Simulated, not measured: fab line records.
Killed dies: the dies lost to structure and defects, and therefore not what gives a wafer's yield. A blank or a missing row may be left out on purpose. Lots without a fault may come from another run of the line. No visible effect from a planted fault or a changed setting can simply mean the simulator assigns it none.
fab line records	flow sky130
record: lots: 5	wafers: 15	lastDay: 49
route steps=708 shown METAL5@671 PASSIVATION@681 PAD_OPEN@694
lots with no fault: from the same line, run without faults
startH: the number of hours between the record's first day and the start of the first shown wafer of the lot	waitH: time in hours since the lot's previous step	" the same as in the row above	L1.1+2: several wafers, shown together as one row	- either no value or no given start	* or withheld: withheld	< > ~ a bound
route shown NAME@n: names a module that has steps shown in the file, with the first one's number in the route	usual: mean/standard deviation taken from wafers without a fault	same: alike in all rows	chamber/n: place in a boat	sites: per-site readings	_std_site: standard deviation across them	_edge_site: mean of outer sites minus mean of inner sites	radiusMm: for every site, how far away it sits from the centre of the wafer	mask NAME#n: copy n	behind: the last tool/chamber to shape the wafer	hold: the reason the lot was held/the length of the hold in hours/how it ended	device: the transistor (n, p or np) that didn't switch	end of line: at the end of the route, the tests of the same wafers	where a step has no rows: the recipe by itself	killed: not the wafer's yield, but the dies lost to structure and defects at the first sort	map: a wafer's dies, x killed, . not, _ none there
set.NAME: the run value of the setting; set.NAME@STEP: its run value at that earlier step	model.NAME: the simulator's own value behind a step, which no gauge read
lots seen at some steps along the route; tables by step, rows by wafer
services: the hour from which a tool's chamber was out of use, counted from the record's first day as startH (under 0 if before that day), plus the number of hours and why
== steps ==
step: SKY_METAL5_SOFTBAKE_10
recipe: tempC: 90	timeS: 60	resist: NOVOLAK
step: SKY_METAL5_EXPOSE_11
recipe: maskId: MM5	na: 0.6	sourceShape: conventional	sigmaOuter: 0.6	polarization: unpolarized	targetCdNm: 1600	doseMj: 190
step: SKY_METAL5_PEB_12
recipe: tempC: withheld	timeS: *	resist: NOVOLAK
step: SKY_METAL5_DEVELOP_13
recipe: resist: NOVOLAK	developer: TMAH	developTimeS: 60	devTempC: 23
step: SKY_METAL5_DESCUM_14
recipe: chemistry: O2	sourcePowerW: 150	biasPowerW: 0	pressureMtorr: 10	tempC: 40	timeS: 11
usual: drypumpMotorCurrentA: 5.96/0.2	heBacksideLeakSccm: 3.36/0.17	oesProductAu: 0.997/0.0095
lot.wafer	tool	chamber	startH	waitH	drypumpMotorCurrentA	heBacksideLeakSccm	oesProductAu	rfHoursCounterH
L338.2	rieMetal-04	1	1063.85	0.1	6.15	3.44	1.001	22
L338.3	"	1	"	"	6.09	3.45	0.997	-
L338.4	"	0	"	"	6.13	3.10	0.999	-
L346.1	rieMetal-03	0	1115.64	0.1	6.08	3.29	0.999	21
L346.3	"	1	"	"	5.63	3.11	0.998	-
L346.4	"	0	"	"	6.09	3.19	0.991	-
L351.2	rieMetal-04	1	1137.49	0.1	6.08	3.38	1.002	27
L351.4	"	0	"	"	6.09	3.18	0.985	-
L351.6	"	1	"	"	6.11	3.43	1.006	-
L352.2	rieMetal-01	1	1137.80	0.1	6.02	3.49	0.979	-
L352.3	"	1	"	"	6.00	3.52	0.996	-
L352.4	"	1	"	"	6.00	3.51	0.988	-
L353.2	rieMetal-03	0	1144.61	0.1	6.09	3.23	1.007	24
L353.5	"	0	"	"	6.09	3.17	1.000	-
L353.6	"	1	"	"	5.60	3.23	0.986	-
step: SKY_METAL5_METAL_ETCH_15
recipe: targetDepthA: 12600	stopOn: SiO2	overEtchFrac: 0.2	timeS: 252	chemistry: Cl2/BCl3	resistSidewallDeg: 86	pressureMtorr: 10	icpW: 900	biasW: 48.5	Cl2_flow_sccm: 60	bcl3FlowSccm: 30
step: SKY_METAL5_STRIP_16
recipe: chemistry: O2/N2	powerW: 1400	pressureMtorr: 1500	platenTempC: withheld	o2FlowSccm: 3000	n2FlowSccm: 300	overashFraction: 0.5
usual: drypumpMotorCurrentA: 5.5/0.45	oesProductAu: 0.710/0.0044	stripTimeToEndpointS: 13.11/0.12
lot.wafer	tool	chamber	startH	waitH	drypumpMotorCurrentA	oesProductAu	rfHoursCounterH	stripTimeToEndpointS
L338.2	plasmaAsher-03	0	1064.12	0.2	5.8	0.701	67	13.19
L338.3	"	1	"	"	6.0	0.707	-	13.16
L338.4	"	0	"	"	5.9	0.709	-	13.24
L346.1	plasmaAsher-03	0	1115.91	0.2	5.8	0.710	71	13.00
L346.3	"	0	"	"	5.8	0.711	-	13.19
L346.4	"	1	"	"	6.0	0.707	-	13.14
L351.2	plasmaAsher-03	0	1137.76	0.2	5.8	0.710	73	13.07
L351.4	"	1	"	"	5.9	0.705	-	13.28
L351.6	"	0	"	"	5.8	0.716	-	13.12
L352.2	plasmaAsher-03	1	1138.33	0.3	5.9	0.703	73	13.22
L352.3	"	1	"	"	5.9	0.709	-	13.16
L352.4	"	0	"	"	5.8	0.708	-	13.17
L353.2	plasmaAsher-02	0	1144.88	0.2	5.0	0.702	40	13.20
L353.5	"	1	"	"	4.9	0.712	-	13.07
L353.6	"	0	"	"	5.0	0.707	-	13.38
step: SKY_METAL5_STRIP_17
recipe: chemistry: postEtchResidueRemover	timeS: 1200	tempC: 72.5
step: SKY_METAL5_CLEAN_18
recipe: chemistry: IPA	timeS: 180	tempC: 25
step: SKY_METAL5_CLEAN_19
recipe: chemistry: O3/DIW	dry: n2Spin
step: SKY_PASSIVATION_CVD_00
recipe: material: SiO2	targetThkNm: 90	tempC: 400	timeS: withheld	rfW: 600
usual: heaterPowerW: 635/90	susceptorTempC: 399.97/0.24
lot.wafer	tool	chamber	startH	waitH	heaterPowerW	susceptorTempC
L338.2	pecvd-04	0	1064.71	0.0	619	399.63
L338.3	"	2	"	"	504	400.17
L338.4	"	1	"	"	513	399.56
L346.1	pecvd-04	1	1116.50	0.0	562	400.16
L346.3	"	2	"	"	521	399.62
L346.4	"	1	"	"	582	399.87
L351.2	pecvd-01	1	1138.35	0.0	664	399.91
L351.4	"	2	"	"	646	400.09
L351.6	"	1	"	"	674	400.00
L352.2	pecvd-03	1	1138.92	0.0	596	400.09
L352.3	"	2	"	"	740	399.78
L352.4	"	0	"	"	752	400.20
L353.2	pecvd-04	1	1145.47	0.0	577	399.92
L353.5	"	1	"	"	588	400.22
L353.6	"	2	"	"	603	399.99
step: SKY_PASSIVATION_THK_MEAS_01
recipe: reads: SiO2_of_PASSIVATION_CVD_00
usual: PASSIVATION_CVD_00_THK: 89.5/1.1
lot.wafer	tool	chamber	startH	waitH	PASSIVATION_CVD_00_THK[nm]
L338.2	filmMetro-01	-	1064.75	-	88.0
L338.3	"	-	"	"	88.1
L338.4	"	-	"	"	91.3
L346.1	filmMetro-01	-	1116.52	-	89.4
L346.3	"	-	"	"	89.5
L346.4	"	-	"	"	91.1
L351.2	filmMetro-04	-	1138.39	-	88.7
L351.4	"	-	"	"	88.0
L351.6	"	-	"	"	90.1
L352.2	filmMetro-01	-	1138.95	-	89.8
L352.3	"	-	"	"	89.2
L352.4	"	-	"	"	91.0
L353.2	filmMetro-01	-	1145.54	-	89.4
L353.5	"	-	"	"	90.6
L353.6	"	-	"	"	90.3
step: SKY_PASSIVATION_CVD_02
recipe: material: Si3N4	targetThkNm: 540	tempC: 400	timeS: withheld	rfW: 450
usual: heaterPowerW: 710/94	susceptorTempC: 399.99/0.25
lot.wafer	tool	chamber	startH	waitH	heaterPowerW	susceptorTempC	model.Si3N4_of_PASSIVATION_CVD_02.thkNm
L338.2	pecvd-01	0	1064.80	0.0	711	399.99	891.3
L338.3	"	1	"	"	811	400.35	541.8
L338.4	"	2	"	"	700	399.96	555.7
L346.1	pecvd-03	0	1116.58	0.1	886	399.58	535.9
L346.3	"	1	"	"	562	400.36	533.4
L346.4	"	1	"	"	590	399.60	544.4
L351.2	pecvd-04	2	1138.44	0.0	670	399.97	532.9
L351.4	"	1	"	"	582	399.39	544.2
L351.6	"	0	"	"	665	400.01	551.6
L352.2	pecvd-01	1	1139.00	0.0	864	399.81	531.6
L352.3	"	2	"	"	722	399.90	549
L352.4	"	1	"	"	680	400.07	542
L353.2	pecvd-03	0	1145.59	0.0	822	400.00	542.7
L353.5	"	1	"	"	557	400.32	548.6
L353.6	"	2	"	"	758	400.21	535.6
step: SKY_PASSIVATION_THK_MEAS_03
recipe: reads: Si3N4_of_PASSIVATION_CVD_02
usual: PASSIVATION_CVD_02_THK: 542/7.7
lot.wafer	tool	chamber	startH	waitH	PASSIVATION_CVD_02_THK[nm]
L338.2	filmMetro-01	-	1065.03	-	891
L338.3	"	-	"	"	542
L338.4	"	-	"	"	556
L346.1	filmMetro-03	-	1116.81	-	536
L346.3	"	-	"	"	533
L346.4	"	-	"	"	544
L351.2	filmMetro-04	-	1138.68	-	533
L351.4	"	-	"	"	544
L351.6	"	-	"	"	552
L352.2	filmMetro-04	-	1139.35	-	531
L352.3	"	-	"	"	549
L352.4	"	-	"	"	542
L353.2	filmMetro-03	-	1145.83	-	542
L353.5	"	-	"	"	549
L353.6	"	-	"	"	535
step: SKY_PASSIVATION_DEHYDRATE_04
recipe: tempC: 200	timeS: 60
step: SKY_PASSIVATION_HMDS_05
recipe: primeTimeS: 60	primeTempC: 120
step: SKY_PASSIVATION_COAT_06
recipe: spinRpm: 2000	resistThkNm: 3000
step: SKY_PASSIVATION_SOFTBAKE_07
recipe: tempC: 110	timeS: withheld
step: SKY_PASSIVATION_EXPOSE_08
recipe: maskId: NSM	targetCdNm: 3000	na: 0.57	doseMj: 260
step: SKY_PASSIVATION_PEB_09
recipe: tempC: 115	timeS: withheld
step: SKY_PASSIVATION_DEVELOP_10
recipe: developTimeS: 60	devTempC: 23
step: SKY_PASSIVATION_ETCH_11
recipe: chemistry: CF4/O2	targetDepthNm: 725	stopOn: AlCu	sourceW: 800	biasW: 150	pressureMtorr: 150	cf4FlowSccm: 80	O2_flow_sccm: 10	timeS: 161.1
usual: drypumpMotorCurrentA: 5.8/0.49	oesProductAu: 0.980/0.0072	throttleValvePct: 5.965/0.0093
lot.wafer	tool	chamber	startH	waitH	drypumpMotorCurrentA	oesProductAu	rfHoursCounterH	throttleValvePct	model.etch.depthNm	model.PASSIVATION.featureDepthNm
L338.2	rieDiel-01	3	1085.54	-	6.3	1.001	18	5.987	731.9	731.9
L338.3	"	0	"	"	5.4	0.976	21	5.966	706	706
L338.4	"	1	"	"	5.7	0.989	23	5.973	722.9	722.9
L346.1	rieDiel-04	1	1136.23	-	6.3	0.975	15	5.960	700.3	700.3
L346.3	"	0	"	"	6.2	0.974	13	5.964	696.3	696.3
L346.4	"	0	"	"	6.2	0.986	-	5.975	709.4	709.4
L351.2	rieDiel-04	1	1157.14	-	6.3	0.964	15	5.973	696.2	696.2
L351.4	"	1	"	"	6.3	0.980	-	5.945	705.7	705.7
L351.6	"	0	"	"	6.2	0.992	-	5.963	716.2	716.2
L352.2	rieDiel-01	3	1157.78	-	6.3	0.979	21	5.964	696.8	696.8
L352.3	"	0	"	"	5.4	0.982	24	5.967	712.3	712.3
L352.4	"	1	"	"	5.7	0.980	26	5.958	708.9	708.9
L353.2	rieDiel-03	0	1164.43	-	5.8	0.983	19	5.954	707.6	707.6
L353.5	"	2	"	"	5.1	0.978	-	5.972	713.8	713.8
L353.6	"	1	"	"	5.4	0.969	-	5.971	701.8	701.8
step: SKY_PASSIVATION_STRIP_12
recipe: chemistry: O2/N2	powerW: 1400	pressureMtorr: 1500	platenTempC: withheld	overashFraction: 0.7	o2FlowSccm: 3000	n2FlowSccm: 300
usual: drypumpMotorCurrentA: 5.3/0.37	oesProductAu: 0.661/0.0048	stripTimeToEndpointS: 31.47/0.14
lot.wafer	tool	chamber	startH	waitH	drypumpMotorCurrentA	oesProductAu	rfHoursCounterH	stripTimeToEndpointS
L338.2	plasmaAsher-02	1	1085.64	0.1	5.0	0.666	34	31.44
L338.3	"	1	"	"	4.9	0.662	-	31.63
L338.4	"	0	"	"	5.0	0.658	-	31.36
L346.1	plasmaAsher-02	1	1136.34	0.1	4.9	0.661	39	31.46
L346.3	"	0	"	"	5.0	0.661	-	31.49
L346.4	"	1	"	"	4.9	0.660	-	31.36
L351.2	plasmaAsher-01	1	1157.24	0.1	5.8	0.658	98	31.56
L351.4	"	1	"	"	5.8	0.665	-	31.44
L351.6	"	0	"	"	5.3	0.654	-	31.37
L352.2	plasmaAsher-01	0	1157.89	0.1	5.3	0.671	99	31.46
L352.3	"	1	"	"	5.9	0.661	-	31.50
L352.4	"	0	"	"	5.4	0.653	-	31.30
L353.2	plasmaAsher-02	1	1164.54	0.1	4.9	0.672	42	31.53
L353.5	"	1	"	"	4.9	0.672	-	31.36
L353.6	"	0	"	"	5.0	0.659	-	31.51
step: SKY_PAD_OPEN_DEHYDRATE_00
recipe: tempC: 200	timeS: 60
step: SKY_PAD_OPEN_HMDS_01
recipe: primeTimeS: 60	primeTempC: 120
step: SKY_PAD_OPEN_COAT_02
recipe: spinRpm: 2000	resistThkNm: 3000
step: SKY_PAD_OPEN_SOFTBAKE_03
recipe: tempC: 110	timeS: withheld
step: SKY_PAD_OPEN_EXPOSE_04
recipe: maskId: PDM	targetCdNm: 60000	na: 0.57	doseMj: 266.3
step: SKY_PAD_OPEN_PEB_05
recipe: tempC: 115	timeS: withheld
step: SKY_PAD_OPEN_DEVELOP_06
recipe: developTimeS: 60	devTempC: 23
step: SKY_PAD_OPEN_ETCH_07
recipe: chemistry: CF4/O2	targetDepthNm: 725	stopOn: AlCu	sourceW: 800	biasW: 150	pressureMtorr: 150	cf4FlowSccm: 80	O2_flow_sccm: 10	timeS: 161.1
usual: drypumpMotorCurrentA: 5.9/0.41	oesProductAu: 0.978/0.0069	throttleValvePct: 5.964/0.0099
lot.wafer	tool	chamber	startH	waitH	drypumpMotorCurrentA	oesProductAu	rfHoursCounterH	throttleValvePct	model.etch.depthNm	model.PAD_OPEN.featureDepthNm
L338.2	rieDiel-02	3	1104.71	-	6.4	0.993	30	5.962	716.7	716.7
L338.3	"	0	"	"	5.4	0.975	25	5.968	706	706
L338.4	"	2	"	"	6.3	0.992	11	5.959	722.9	722.9
L346.1	rieDiel-02	2	1154.71	-	6.3	0.975	13	5.960	700.3	700.3
L346.3	"	3	"	"	6.4	0.963	32	5.948	696.3	696.3
L346.4	"	1	"	"	5.8	0.970	25	5.947	708	708
L351.2	rieDiel-03	1	1174.68	-	5.4	0.972	15	5.961	696.2	696.2
L351.4	"	2	"	"	5.1	0.984	25	5.976	705.7	705.7
L351.6	"	3	"	"	6.4	0.974	-	5.972	716.2	716.2
L352.2	rieDiel-01	3	1175.51	-	6.3	0.972	22	5.966	696.8	696.8
L352.3	"	2	"	"	6.3	0.981	27	5.972	712.6	712.6
L352.4	"	0	"	"	5.5	0.974	25	5.954	708.9	708.9
L353.2	rieDiel-03	2	1181.39	-	5.1	0.976	25	5.981	707.6	707.6
L353.5	"	2	"	"	5.1	0.979	-	5.978	713.8	713.8
L353.6	"	3	"	"	6.3	0.969	-	5.970	701.8	701.8
step: SKY_PAD_OPEN_STRIP_08
recipe: chemistry: O2/N2	powerW: 1400	pressureMtorr: 1500	platenTempC: withheld	overashFraction: 0.7	o2FlowSccm: 3000	n2FlowSccm: 300
usual: drypumpMotorCurrentA: 5.5/0.38	oesProductAu: 0.663/0.0044	stripTimeToEndpointS: 37.05/0.098
lot.wafer	tool	chamber	startH	waitH	drypumpMotorCurrentA	oesProductAu	rfHoursCounterH	stripTimeToEndpointS
L338.2	plasmaAsher-01	0	1104.81	0.1	5.3	0.665	93	37.09
L338.3	"	1	"	"	5.8	0.665	-	37.15
L338.4	"	0	"	"	5.4	0.672	-	37.12
L346.1	plasmaAsher-01	0	1154.82	0.1	5.3	0.666	98	37.33
L346.3	"	1	"	"	5.8	0.664	-	37.20
L346.4	"	0	"	"	5.3	0.663	-	37.11
L351.2	plasmaAsher-01	1	1174.79	0.1	5.9	0.667	100	37.13
L351.4	"	1	"	"	5.8	0.666	-	37.22
L351.6	"	0	"	"	5.3	0.658	-	37.21
L352.2	plasmaAsher-02	0	1175.62	0.1	5.0	0.665	43	37.04
L352.3	"	1	"	"	4.9	0.659	-	36.97
L352.4	"	0	"	"	5.0	0.666	-	37.10
L353.2	plasmaAsher-02	0	1181.49	0.1	5.0	0.655	43	37.13
L353.5	"	1	"	"	4.9	0.657	-	37.22
L353.6	"	0	"	"	5.0	0.665	-	37.08
step: SKY_PAD_OPEN_STRIP_09
recipe: chemistry: postEtchResidueRemover	timeS: 1200	tempC: 72.5
lot.wafer	tool	chamber	startH	waitH	model.Si3N4_of_PASSIVATION_CVD_02.thkNm
L338.2	wetBench-04	0	1104.91	0.1	891
L338.3	"	0	"	"	541.5
L338.4	"	0	"	"	555.4
L346.1	wetBench-03	2	1154.92	0.1	535.5
L346.3	"	2	"	"	533
L346.4	"	2	"	"	544.1
L351.2	wetBench-04	3	1174.89	0.1	532.6
L351.4	"	3	"	"	543.8
L351.6	"	3	"	"	551.2
L352.2	wetBench-03	3	1175.72	0.1	531.2
L352.3	"	3	"	"	548.6
L352.4	"	3	"	"	541.6
L353.2	wetBench-04	1	1181.59	0.1	542.3
L353.5	"	1	"	"	548.2
L353.6	"	1	"	"	535.3
step: SKY_PAD_OPEN_CLEAN_10
recipe: chemistry: IPA	timeS: 180	tempC: 25
step: SKY_PAD_OPEN_PROBE_99
usual: defectLimitedYield: 82.5/1.8	killed_at_M0_to_M3: 43/6.5	killed_at_M4_up: 3.1/1.8	killedAtContacts: 24/4.8	killedAtFrontEnd: 15/4.7	killedAtOther: 0.3/0.58	killedDies: 86/8.6	killedOpen: 47/6.7	killedShort: 39/6.1
same: grossDies: 492	killedAtBackSide: 0
lot.wafer	tool	chamber	startH	waitH	defectLimitedYield[%]	killed_at_M0_to_M3	killed_at_M4_up	killedAtContacts	killedAtFrontEnd	killedAtOther	killedDies	killedOpen	killedShort	model.etest.tester.sortNPass	model.etest.tester.sort_bin_5_pct	model.etest.tester.sortYieldPct	model.etest.nfet_01v8_turned.open	model.etest.diodeNwellSub.underFloor	model.etest.resPdiff.open	model.etest.resNwell.open	model.etest.met5Comb.underFloor
L338.2	prober-02	-	1107.11	0.1	83.3	36	4	26	16	0	82	37	45	0	93.7	0	1	1	1	1	1
L338.3	prober-02	-	1107.16	0.2	83.7	40	3	25	11	1	80	36	44	412	9.553	83.74	0	0	0	0	0
L338.4	prober-02	-	1107.21	0.2	81.5	47	4	24	16	0	91	53	38	401	12.8	81.5	0	0	0	0	0
L346.1	prober-02	-	1157.07	0.1	84.3	31	2	22	22	0	77	41	36	415	8.537	84.35	0	0	0	0	0
L346.3	prober-02	-	1157.17	0.2	78.5	46	2	36	20	2	106	64	42	386	11.99	78.46	0	0	0	0	0
L346.4	prober-02	-	1157.22	0.2	80.3	43	5	29	20	0	97	45	52	395	12.6	80.28	0	0	0	0	0
L351.2	prober-02	-	1177.05	0.1	84.3	40	3	24	10	0	77	43	34	415	10.16	84.35	0	0	0	0	0
L351.4	prober-02	-	1177.15	0.2	82.3	38	2	30	17	0	87	52	35	405	12.6	82.32	0	0	0	0	0
L351.6	prober-02	-	1177.25	0.2	82.9	43	6	25	9	1	84	36	48	408	10.37	82.93	0	0	0	0	0
L352.2	prober-01	-	1177.94	0.1	80.3	49	5	24	18	1	97	49	48	395	11.79	80.28	0	0	0	0	0
L352.3	prober-01	-	1177.99	0.2	81.3	51	4	25	12	0	92	50	42	400	10.98	81.3	0	0	0	0	0
L352.4	prober-01	-	1178.04	0.2	84.1	33	3	25	17	0	78	42	36	414	9.553	84.15	0	0	0	0	0
L353.2	prober-02	-	1183.77	0.1	79.9	44	7	36	11	1	99	61	38	393	11.99	79.88	0	0	0	0	0
L353.5	prober-02	-	1183.92	0.2	85.8	40	5	16	9	0	70	37	33	422	8.74	85.77	0	0	0	0	0
L353.6	prober-02	-	1183.97	0.2	82.3	52	2	22	11	0	87	46	41	405	10.57	82.32	0	0	0	0	0
killed by level:class
L338.2 POLY_GATE:geometricParticle:short=7 VIA1:geometricParticle:open=7 CONTACT:geometricParticle:open=6 VIA2:geometricParticle:open=6 LOCAL_INTERCONNECT:geometricParticle:open=5 METAL2:geometricParticle:short=5 FIELD_ISO:geometricParticle:short=4 LI_CONTACT:geometricParticle:open=4
L338.3 METAL1:geometricParticle:short=10 CONTACT:geometricParticle:open=8 VIA1:geometricParticle:open=7 FIELD_ISO:geometricParticle:open=5 LI_CONTACT:geometricParticle:open=5 METAL2:geometricParticle:short=5 LOCAL_INTERCONNECT:geometricParticle:short=5 FIELD_ISO:geometricParticle:short=4
L338.4 VIA1:geometricParticle:open=10 VIA2:geometricParticle:open=10 CONTACT:geometricParticle:open=9 METAL1:geometricParticle:short=8 VIA3:geometricParticle:open=7 CONTACT:geometricParticle:short=6 FIELD_ISO:geometricParticle:open=4 POLY_GATE:geometricParticle:open=4
L346.1 LI_CONTACT:geometricParticle:open=11 POLY_GATE:geometricParticle:short=9 METAL1:geometricParticle:short=7 VIA2:geometricParticle:open=7 CONTACT:geometricParticle:open=7 FIELD_ISO:geometricParticle:short=6 VIA1:geometricParticle:open=6 FIELD_ISO:geometricParticle:open=3
L346.3 VIA1:geometricParticle:open=18 LI_CONTACT:geometricParticle:open=11 CONTACT:geometricParticle:open=10 VIA2:geometricParticle:open=7 POLY_GATE:geometricParticle:open=5 METAL2:geometricParticle:short=5 CONTACT:geometricParticle:short=5 METAL1:geometricParticle:short=5
L346.4 CONTACT:geometricParticle:open=9 METAL1:geometricParticle:short=8 LOCAL_INTERCONNECT:geometricParticle:short=6 VIA1:geometricParticle:open=6 METAL2:geometricParticle:short=6 POLY_GATE:geometricParticle:short=5 VIA2:geometricParticle:short=5 VIA2:geometricParticle:open=5
L351.2 VIA1:geometricParticle:open=16 CONTACT:geometricParticle:open=10 METAL2:geometricParticle:short=7 LOCAL_INTERCONNECT:geometricParticle:short=5 FIELD_ISO:geometricParticle:open=4 CONTACT:geometricParticle:short=4 METAL3:geometricParticle:short=4 VIA3:geometricParticle:open=4
L351.4 LI_CONTACT:geometricParticle:open=10 VIA1:geometricParticle:open=10 POLY_GATE:geometricParticle:open=7 LI_CONTACT:geometricParticle:short=6 CONTACT:geometricParticle:open=6 METAL1:geometricParticle:open=5 VIA2:geometricParticle:open=4 LOCAL_INTERCONNECT:geometricParticle:short=4
L351.6 METAL2:geometricParticle:short=9 CONTACT:geometricParticle:open=8 VIA3:geometricParticle:open=8 METAL1:geometricParticle:short=7 LI_CONTACT:geometricParticle:short=5 METAL4:geometricParticle:short=5 LOCAL_INTERCONNECT:geometricParticle:short=5 VIA1:geometricParticle:open=5
L352.2 VIA1:geometricParticle:open=10 CONTACT:geometricParticle:open=9 METAL1:geometricParticle:short=8 LI_CONTACT:geometricParticle:open=7 VIA3:geometricParticle:open=7 VIA3:geometricParticle:short=5 VIA2:geometricParticle:open=5 FIELD_ISO:geometricParticle:short=4
L352.3 VIA1:geometricParticle:open=12 METAL1:geometricParticle:short=11 LI_CONTACT:geometricParticle:open=9 CONTACT:geometricParticle:open=6 LOCAL_INTERCONNECT:geometricParticle:short=5 VIA2:geometricParticle:open=5 METAL3:geometricParticle:short=5 VIA3:geometricParticle:open=4
L352.4 CONTACT:geometricParticle:open=11 VIA1:geometricParticle:open=6 VIA2:geometricParticle:open=6 FIELD_ISO:geometricParticle:short=5 LI_CONTACT:geometricParticle:open=5 CONTACT:geometricParticle:short=5 POLY_GATE:geometricParticle:short=4 METAL1:geometricParticle:short=4
L353.2 VIA2:geometricParticle:open=14 LI_CONTACT:geometricParticle:open=11 CONTACT:geometricParticle:open=10 CONTACT:geometricParticle:short=7 METAL1:geometricParticle:short=6 VIA1:geometricParticle:open=6 VIA3:geometricParticle:open=5 FIELD_ISO:geometricParticle:open=4
L353.5 METAL1:geometricParticle:short=12 VIA1:geometricParticle:open=8 FIELD_ISO:geometricParticle:open=5 CONTACT:geometricParticle:open=5 LOCAL_INTERCONNECT:geometricParticle:short=4 VIA2:geometricParticle:open=4 METAL4:geometricParticle:short=4 LI_CONTACT:geometricParticle:open=3
L353.6 VIA1:geometricParticle:open=12 CONTACT:geometricParticle:open=8 METAL3:geometricParticle:short=6 VIA3:geometricParticle:open=6 LI_CONTACT:geometricParticle:open=5 VIA2:geometricParticle:open=5 CONTACT:geometricParticle:short=4 METAL2:geometricParticle:short=4
== services ==
tool	chamber	startH	hours	kind
pecvd-01	2	1047.27	2.1	scheduledDown
rieDiel-04	-	1049.38	1.0	repair
rieDiel-04	0	1054.29	12.6	repair
rieDiel-02	1	1055.88	7.8	repair
rieDiel-04	1	1056.12	11.0	repair
pecvd-01	-	1057.22	6.0	pm
plasmaAsher-02	-	1063.33	0.8	repair
pecvd-03	2	1064.44	5.5	scheduledDown
rieMetal-03	-	1069.41	0.6	repair
rieDiel-02	2	1077.08	1.3	repair
rieDiel-04	0	1089.42	28.3	repair
rieMetal-04	-	1105.95	0.7	repair
rieDiel-03	3	1106.37	6.4	repair
rieDiel-02	0	1116.47	1.8	repair
rieDiel-03	-	1118.40	0.5	repair
rieMetal-01	0	1119.43	25.7	repair
rieMetal-03	-	1121.55	0.8	repair
pecvd-01	0	1123.57	16.5	scheduledDown
pecvd-01	-	1135.25	0.5	repair
rieDiel-04	1	1145.81	6.0	repair
rieDiel-02	1	1148.28	4.3	repair
rieMetal-03	1	1149.90	13.3	repair
rieDiel-03	3	1165.81	2.8	repair
rieDiel-04	1	1178.94	4.8	repair
== key ==
firstSign: step: SKY_PASSIVATION_THK_MEAS_03	reading: PASSIVATION_CVD_02_THK	direction: up	sigmas: 45	usual: 542	struck: 891
effect none on later readings
modelEffect: step: SKY_PASSIVATION_CVD_02	value: Si3N4_of_PASSIVATION_CVD_02.thkNm	without: 538.9	struck: 891.3
modelEffect: step: SKY_PASSIVATION_ETCH_11	value: etch.depthNm	without: 702.1	struck: 731.9
modelEffect: step: SKY_PAD_OPEN_ETCH_07	value: etch.depthNm	without: 702.1	struck: 716.7
modelEffect: step: SKY_PAD_OPEN_STRIP_09	value: Si3N4_of_PASSIVATION_CVD_02.thkNm	without: 538.6	struck: 891
modelEffect: step: SKY_PAD_OPEN_PROBE_99	value: etest.tester.sortNPass	without: 410	struck: 0
metAt SKY_PASSIVATION_CVD_02
struckWafers L338.2
fault: kind: processParameterDrift	tool: pecvd-01	chamber: 0	onsetH: 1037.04	steps: SKY_PASSIVATION_CVD_02	channel: timeS	offset: withheld	shape: step	endH: 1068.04	actsIn: *
